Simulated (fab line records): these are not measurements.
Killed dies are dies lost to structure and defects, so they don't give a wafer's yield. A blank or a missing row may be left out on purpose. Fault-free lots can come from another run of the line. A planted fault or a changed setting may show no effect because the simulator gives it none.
Comparing a struck lot with a sound one | flow sfq_line | 13 steps out of a route of 325
Sound: the wafers L976.1, L976.2, L976.5. Struck: wafers L970.2, L970.3, L970.4. The cause is given at the end.
For every step that has rows: the tool of each side, followed by ch and its chambers, followed by its first start. Under that, the readings that differ: sound wafers | struck wafers | difference of the means | sigmas: that difference in standard deviations of wafers without a fault.
alike: readings whose means differ by less than 2 such deviations, and words and numbers that are the same on both sides. not compared: withheld readings, readings that some wafer has no value for, bounds like >300 that may hide the same value, and numbers for which the record gives no deviation and whose values overlap.
The two part at a step that has a row with sigmas, a row that says differs or no value, or rows on one side only. Non-overlapping numbers with no deviation appear without sigmas and do not part them. A reading missing from all wafers of one side parts the sides only when that side holds two or more wafers.

SFQ_I0_OVL_MEAS_908:
  sound: overlay-01 at day 25 22:06; struck: overlay-01 at day 23 12:17
  alike: I0_OVL
SFQ_TRILAYER_I0_VIA_BARC_OPEN_VIA_ETCH_046: etches BARC in O2, target depth 125 nm, time 41.7 s.
  sound on rie_diel-03 ch 0,1,3, day 25 22:08; struck on rie_diel-02 ch 0,1,3, day 23 12:19
  alike: drypump_motor_current_A, oes_product_au, rf_fwd_power_W
  not compared: rf_hours_counter_h
SFQ_TRILAYER_I0_VIA_ETCH_VIA_ETCH_034: etches SiO2 in CHF3, stops on Nb, target depth 260 nm.
  sound on rie_diel-03 ch 0,1,3, day 25 22:11; struck on rie_diel-02 ch 0,1,3, day 23 12:21
  alike: drypump_motor_current_A, oes_product_au, rf_fwd_power_W
SFQ_TRILAYER_I0_VIA_STRIP_STRIP_035: strips in O2.
  sound on rie_metal-04 ch 0,1, day 25 22:17; struck on rie_metal-04 ch 0,1, day 23 12:28
  reading               | sound             | struck            | difference | sigmas
  oes_product_au (a.u.) | 1.006 1.014 1.014 | 0.988 0.996 0.991 | -0.020     | -2
  alike: drypump_motor_current_A
  not compared: rf_hours_counter_h
then, 2 steps without rows for these wafers: SFQ_TRILAYER_I0_VIA_STRIP_SOLV_CLEAN_036 (cleans in NMP, time 600 s); SFQ_TRILAYER_M1_DEP_PRE_CLEAN_038 (time 22.5 s).
SFQ_TRILAYER_M1_DEP_SPUTTER_037: material Nb, target thk 200 nm, time 133.3 s.
  sound: pvd_sputter-04 at day 25 23:06; struck: pvd_sputter-04 at day 23 13:16
  alike: throttle_valve_pct
SFQ_M1_RS_MEAS_909: measures by four-point-probe.
  sound: film_metro-01 at day 25 23:11; struck: film_metro-03 at day 23 13:23
  alike: M1_NB_RS
then, 3 steps without rows for these wafers: SFQ_TRILAYER_M1_LITHO_COAT_044 (resist thk 62 nm); SFQ_TRILAYER_M1_LITHO_COAT_039 (resist thk 600 nm); SFQ_TRILAYER_M1_LITHO_SOFTBAKE_043.
-- the record jumps here: 6 days lie between the struck wafers' starts before and after --
SFQ_TRILAYER_M1_LITHO_EXPOSE_040: exposes mask M1, target cd 500 nm.
  struck on krf_scanner-02, day 29 05:07; sound on krf_scanner-02 ch 0, day 31 19:19
  no value came back on the struck wafers for exposure_dose_mJ_cm2, focus_offset_nm (nm); on the sound wafers exposure_dose_mJ_cm2 reads 14.421 14.388 14.417
  alike: mask
then, 1 step without rows for these wafers: SFQ_TRILAYER_M1_LITHO_PEB_042 (peb time 60 s).

WHERE THEY PART
Last at SFQ_TRILAYER_M1_LITHO_EXPOSE_040 as far as this record goes, first at SFQ_TRILAYER_I0_VIA_STRIP_STRIP_035.

WHY: what had been put in by the simulator
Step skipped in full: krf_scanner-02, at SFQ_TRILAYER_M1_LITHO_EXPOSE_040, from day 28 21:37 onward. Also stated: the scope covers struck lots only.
